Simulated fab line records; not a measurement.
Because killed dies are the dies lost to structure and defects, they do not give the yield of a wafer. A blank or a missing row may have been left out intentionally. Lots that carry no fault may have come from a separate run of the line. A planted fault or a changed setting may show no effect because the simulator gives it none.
Split-lot experiment :: flow gf180mcu :: 23 wafers read across 5 lots, on a route 602 steps long

== THE SPLIT ==
At GF_POLY_GATE_EXPOSE_07 (exposes mask Poly2, target cd 280 nm), the setting dose-mj was moved away from the recipe's 28 on 7 of the 23 wafers read, by -4.3% to +3.9%. All remaining wafers had this setting at the recipe value.

== FROM THE SPLIT TO THE READING: what the file shows between them, 6 steps ==
- GF_POLY_GATE_PEB_08: peb time 90 s
- GF_POLY_GATE_DEVELOP_09: develop time 60 s
- GF_POLY_GATE_CD_MEAS_10: target cd 280 nm
- GF_POLY_GATE_ETCH_12: etches BARC in N2/H2 (also split here: source-w)
- GF_POLY_GATE_ETCH_13: etches poly-Si in HBr/Cl2, stops on SiO2, target depth 198.5 nm, time 69.6 s
- GF_POLY_GATE_OXIDATION_16: stabilise 600 s, purge 300 s, target thk 4 nm (also split here: temp-c)

== THE READING ==
cd-nm, in nm, at GF_POLY_GATE_CD_MEAS_18. On this fab line, fault-free wafers typically give 280.7 nm with a standard deviation of 2.3 nm.

wafer: L076.2
tool, chamber at the split: krf-scanner-02, 0
dose-mj as run: 28.73
against the recipe: +2.6%
cd-nm, nm: 274.1
against lot-mates on the recipe: -6.2

wafer: L076.3
tool, chamber at the split: krf-scanner-02, 0
dose-mj as run: 28
against the recipe: recipe
cd-nm, nm: 281.3
against lot-mates on the recipe: -

wafer: L076.4
tool, chamber at the split: krf-scanner-02, 0
dose-mj as run: 28
against the recipe: recipe
cd-nm, nm: 280.8
against lot-mates on the recipe: -

wafer: L076.5
tool, chamber at the split: krf-scanner-02, 0
dose-mj as run: 28
against the recipe: recipe
cd-nm, nm: 278.8
against lot-mates on the recipe: -

wafer: L076.6
tool, chamber at the split: krf-scanner-02, 0
dose-mj as run: 28.73
against the recipe: +2.6%
cd-nm, nm: 275.6
against lot-mates on the recipe: -4.7

wafer: L079.2
tool, chamber at the split: krf-scanner-01, 0
dose-mj as run: 28
against the recipe: recipe
cd-nm, nm: 282.3
against lot-mates on the recipe: -

wafer: L079.3
tool, chamber at the split: krf-scanner-01, 0
dose-mj as run: 28
against the recipe: recipe
cd-nm, nm: 283.4
against lot-mates on the recipe: -

wafer: L079.6
tool, chamber at the split: krf-scanner-01, 0
dose-mj as run: 28
against the recipe: recipe
cd-nm, nm: 283.7
against lot-mates on the recipe: -

wafer: L082.2
tool, chamber at the split: krf-scanner-02, 0
dose-mj as run: 28
against the recipe: recipe
cd-nm, nm: 279.6
against lot-mates on the recipe: -

wafer: L082.3
tool, chamber at the split: krf-scanner-02, 0
dose-mj as run: 28
against the recipe: recipe
cd-nm, nm: 278.3
against lot-mates on the recipe: -

wafer: L082.4
tool, chamber at the split: krf-scanner-02, 0
dose-mj as run: 29.08
against the recipe: +3.9%
cd-nm, nm: 276.4
against lot-mates on the recipe: -2.6

wafer: L082.5
tool, chamber at the split: krf-scanner-02, 0
dose-mj as run: 29.08
against the recipe: +3.9%
cd-nm, nm: 275.7
against lot-mates on the recipe: -3.3

wafer: L082.6
tool, chamber at the split: krf-scanner-02, 0
dose-mj as run: 29.08
against the recipe: +3.9%
cd-nm, nm: 272.2
against lot-mates on the recipe: -6.8

wafer: L083.1
tool, chamber at the split: krf-scanner-02, 0
dose-mj as run: 28
against the recipe: recipe
cd-nm, nm: 284.0
against lot-mates on the recipe: -

wafer: L083.3
tool, chamber at the split: krf-scanner-02, 0
dose-mj as run: 26.81
against the recipe: -4.3%
cd-nm, nm: 289.4
against lot-mates on the recipe: +8.0

wafer: L083.4
tool, chamber at the split: krf-scanner-02, 0
dose-mj as run: 28
against the recipe: recipe
cd-nm, nm: 279.9
against lot-mates on the recipe: -

wafer: L083.5
tool, chamber at the split: krf-scanner-02, 0
dose-mj as run: 26.81
against the recipe: -4.3%
cd-nm, nm: 288.7
against lot-mates on the recipe: +7.3

wafer: L083.6
tool, chamber at the split: krf-scanner-02, 0
dose-mj as run: 28
against the recipe: recipe
cd-nm, nm: 280.2
against lot-mates on the recipe: -

wafer: L084.1
tool, chamber at the split: krf-scanner-02, 0
dose-mj as run: 28
against the recipe: recipe
cd-nm, nm: 282.2
against lot-mates on the recipe: -

wafer: L084.3
tool, chamber at the split: krf-scanner-02, 0
dose-mj as run: 28
against the recipe: recipe
cd-nm, nm: 281.1
against lot-mates on the recipe: -

wafer: L084.4
tool, chamber at the split: krf-scanner-02, 0
dose-mj as run: 28
against the recipe: recipe
cd-nm, nm: 281.3
against lot-mates on the recipe: -

wafer: L084.5
tool, chamber at the split: krf-scanner-02, 0
dose-mj as run: 28
against the recipe: recipe
cd-nm, nm: 281.4
against lot-mates on the recipe: -

wafer: L084.6
tool, chamber at the split: krf-scanner-02, 0
dose-mj as run: 28
against the recipe: recipe
cd-nm, nm: 279.3
against lot-mates on the recipe: -

FIT RESULTS
A straight line over all 23 wafers: cd-nm changes by -1.84 nm for each +1% of dose-mj; r = -0.91; the points scatter about the line by 1.7 nm.
The same after taking each lot's own level away (the mean of its wafers on the recipe; 23 wafers): -1.52 nm for each +1%; r = -0.90; scatter 1.5 nm.
Per that fit: largest dose-mj move, reading shift of 6.5 nm.
From 278.95 to 283.13 nm: that is the span of the lots' own levels, equal to 1.8 times the standard deviation above.
Thus the slope moves with the lot-to-lot level: the two fits are different.
Check: +6.15 nm against its lot-mates is what the line predicts for one of the wafers moved furthest among these (-4.3%) when that wafer is left out of the fit. Against them it came out at +8.03 nm.

== OTHER SPLITS ON THESE WAFERS ==
These wafers also went through other splits before the reading. Each is held against what the fit with the lots' levels taken away leaves over:
other split on the same wafers: GF_VT_IMPLANT_IMPLANT_30 energy-kev
wafers away from the commonest value: 6
r with cd-nm (lot level and that fit taken away): +0.15

other split on the same wafers: GF_VT_IMPLANT_COAT_35 resist-thk-nm
wafers away from the commonest value: 5
r with cd-nm (lot level and that fit taken away): +0.08

other split on the same wafers: GF_POLY_GATE_ETCH_12 source-w
wafers away from the commonest value: 10
r with cd-nm (lot level and that fit taken away): -0.01

other split on the same wafers: GF_POLY_GATE_OXIDATION_16 temp-c
wafers away from the commonest value: 18
r with cd-nm (lot level and that fit taken away): -0.22

== THE WHOLE CHAIN: every reading that the file lists as answering this split, in the file's order ==
step: GF_POLY_GATE_CD_MEAS_10
what it does: target cd 280 nm
reading: cd-nm
change (the file's fit): -1.63 nm for each +1% of the setting
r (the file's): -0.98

step: GF_POLY_GATE_ETCH_12
what it does: etches BARC in N2/H2
reading: POLY_GATE.cd-nm (the simulator's own value, which no gauge read)
change (the file's fit): -1.63 nm for each +1% of the setting
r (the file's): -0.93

step: GF_POLY_GATE_ETCH_13
what it does: etches poly-Si in HBr/Cl2, stops on SiO2, target depth 198.5 nm, time 69.6 s
reading: POLY_GATE.cd-nm (the simulator's own value, which no gauge read)
change (the file's fit): -1.67 nm for each +1% of the setting
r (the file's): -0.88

step: GF_POLY_GATE_CD_MEAS_18
what it does: 
reading: cd-nm
change (the file's fit): -1.59 nm for each +1% of the setting
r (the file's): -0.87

== THE FILE'S OWN FIT ==
cd-nm changes by -1.59 nm for each +1% of dose-mj, r = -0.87.
